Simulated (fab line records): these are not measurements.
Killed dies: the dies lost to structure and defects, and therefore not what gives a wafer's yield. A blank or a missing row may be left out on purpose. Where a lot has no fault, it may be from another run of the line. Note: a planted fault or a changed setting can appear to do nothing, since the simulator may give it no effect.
A struck lot beside a sound one :: flow sfq_line :: 21 out of 325 route steps
Sound: the wafers L899.1, L899.2, L899.5. Struck: wafer L910.6 (L910.3, L910.5, from the same lot, were not struck and are left out); the cause is given at the end.
At each step with rows: each side's tool, then ch and its chambers, then its first start. Under that, the readings that differ: sound wafers :: struck wafers :: difference of the means :: sigmas: that difference in standard deviations of wafers without a fault.
alike: same words and numbers on both sides, and readings whose means sit less than 2 such deviations apart. not compared: any withheld reading, any reading some wafer has no value for, any bound like >300 that may hide the same value, and any number with overlapping values for which the record gives no deviation.
Wherever a step has rows on one side only, a row that says differs or no value, or a row with sigmas, the two part there. Numbers that have no deviation but don't overlap get no sigmas and don't part them. A reading missing from all wafers of one side parts the sides only when that side holds two or more wafers.

first, 5 steps without rows for these wafers: SFQ_TRILAYER_JJ_CE_LITHO_COAT_114 (resist thk 600 nm); SFQ_TRILAYER_JJ_CE_LITHO_SOFTBAKE_118; SFQ_TRILAYER_JJ_CE_LITHO_EXPOSE_115 (exposes mask J5, target cd 700 nm); SFQ_TRILAYER_JJ_CE_LITHO_PEB_117 (peb time 60 s); SFQ_TRILAYER_JJ_CE_LITHO_DEVELOP_116 (time 60 s).
SFQ_JJ_OVL_MEAS_931:
  sound: overlay-01 at day 60 21:23; struck: overlay-01 at day 65 20:08
  alike: J5_OVL
SFQ_TRILAYER_JJ_CE_METRO_MEASURE_117:
  sound: cd_sem-01 at day 60 21:26; struck: cd_sem-02 at day 65 20:33
  alike: cd_nm
SFQ_TRILAYER_JJ_CE_BARC_OPEN_RIE_150: chemistry O2, target BARC, target depth 240 nm, time 80 s.
  sound on rie_metal-01 ch 0,1, day 60 22:38; struck on rie_metal-03 ch 0, day 65 21:23
reading: drypump_motor_current_A (A)
sound: 5.62 5.60 5.60
struck: 6.47
difference: +0.86
sigmas: +3
  alike: he_backside_leak_sccm, oes_product_au
  not compared: rf_hours_counter_h
SFQ_TRILAYER_JJ_CE_ETCH_RIE_118: chemistry SF6, target Nb, stops on Al2O3, time 97.7 s, target depth 170 nm.
  sound on rie_metal-01 ch 0,1, day 60 22:43; struck on rie_metal-03 ch 0, day 65 21:29
reading: drypump_motor_current_A (A)
sound: 5.57 5.58 5.59
struck: 6.43
difference: +0.85
sigmas: +3
  alike: he_backside_leak_sccm, oes_product_au
  not compared: rf_hours_counter_h
after that, 1 step had no rows for these wafers: SFQ_TRILAYER_JJ_ANODIZE_ANODIZE_119.
SFQ_TRILAYER_JJ_CE_STRIP_STRIP_120: strips in O2.
  sound on rie_metal-01 ch 0,1, day 60 23:20; struck on rie_metal-01 ch 1, day 65 22:15
  alike: drypump_motor_current_A, he_backside_leak_sccm, oes_product_au
  not compared: rf_hours_counter_h
then, 1 step without rows for these wafers: SFQ_TRILAYER_JJ_CE_STRIP_SOLV_CLEAN_121 (cleans in NMP, time 600 s).
SFQ_TRILAYER_M5_LITHO_COAT_128: resist thk 62 nm.
  sound on litho_track-02 ch 0, day 61 00:06; struck on litho_track-01 ch 0, day 65 22:55
reading: model.BARC_of_TRILAYER_M5_LITHO_COAT_128.thk_nm (nm)
sound: 61.83 61.94 61.65
struck: 60.93
difference: -0.88
sigmas: 
then, 5 steps without rows for these wafers: SFQ_TRILAYER_M5_LITHO_COAT_123 (resist thk 600 nm); SFQ_TRILAYER_M5_LITHO_SOFTBAKE_127; SFQ_TRILAYER_M5_LITHO_EXPOSE_124 (exposes mask M5, target cd 700 nm); SFQ_TRILAYER_M5_LITHO_PEB_126 (peb time 60 s); SFQ_TRILAYER_M5_LITHO_DEVELOP_125 (time 60 s).
-- the record jumps here: 5 days lie between the struck wafers' starts before and after --
SFQ_M5_OVL_MEAS_932:
  sound: overlay-02 at day 66 01:07; struck: overlay-02 at day 70 22:59
reading: M5_OVL (nm)
sound: -8 -10 -9
struck: 2
difference: +11
sigmas: +2
SFQ_TRILAYER_M5_BARC_OPEN_METAL_ETCH_161: etches BARC in O2, target depth 125 nm, time 41.7 s.
  sound on rie_metal-02 ch 0,1, day 66 01:09; struck on rie_metal-04 ch 0, day 70 23:02
reading: model.etch.depth_nm (nm)
sound: 61.83 61.94 61.65
struck: 60.93
difference: -0.88
sigmas: 
  alike: drypump_motor_current_A, he_backside_leak_sccm, oes_product_au
  not compared: rf_hours_counter_h
SFQ_TRILAYER_M5_ETCH_METAL_ETCH_126: etches Nb in Cl2/BCl3, stops on SiO2, time 203.2 s, target depth 265 nm.
  sound on rie_metal-02 ch 0,1, day 66 01:13; struck on rie_metal-04 ch 0, day 70 23:15
  alike: drypump_motor_current_A, he_backside_leak_sccm, oes_product_au
  not compared: rf_hours_counter_h

== WHERE THEY PART ==
First at SFQ_TRILAYER_JJ_CE_BARC_OPEN_RIE_150; last, within this record, at SFQ_M5_OVL_MEAS_932. Later steps at which nothing parts them and some readings are alike: SFQ_TRILAYER_M5_BARC_OPEN_METAL_ETCH_161, SFQ_TRILAYER_M5_ETCH_METAL_ETCH_126.

WHY: what the simulator had put in
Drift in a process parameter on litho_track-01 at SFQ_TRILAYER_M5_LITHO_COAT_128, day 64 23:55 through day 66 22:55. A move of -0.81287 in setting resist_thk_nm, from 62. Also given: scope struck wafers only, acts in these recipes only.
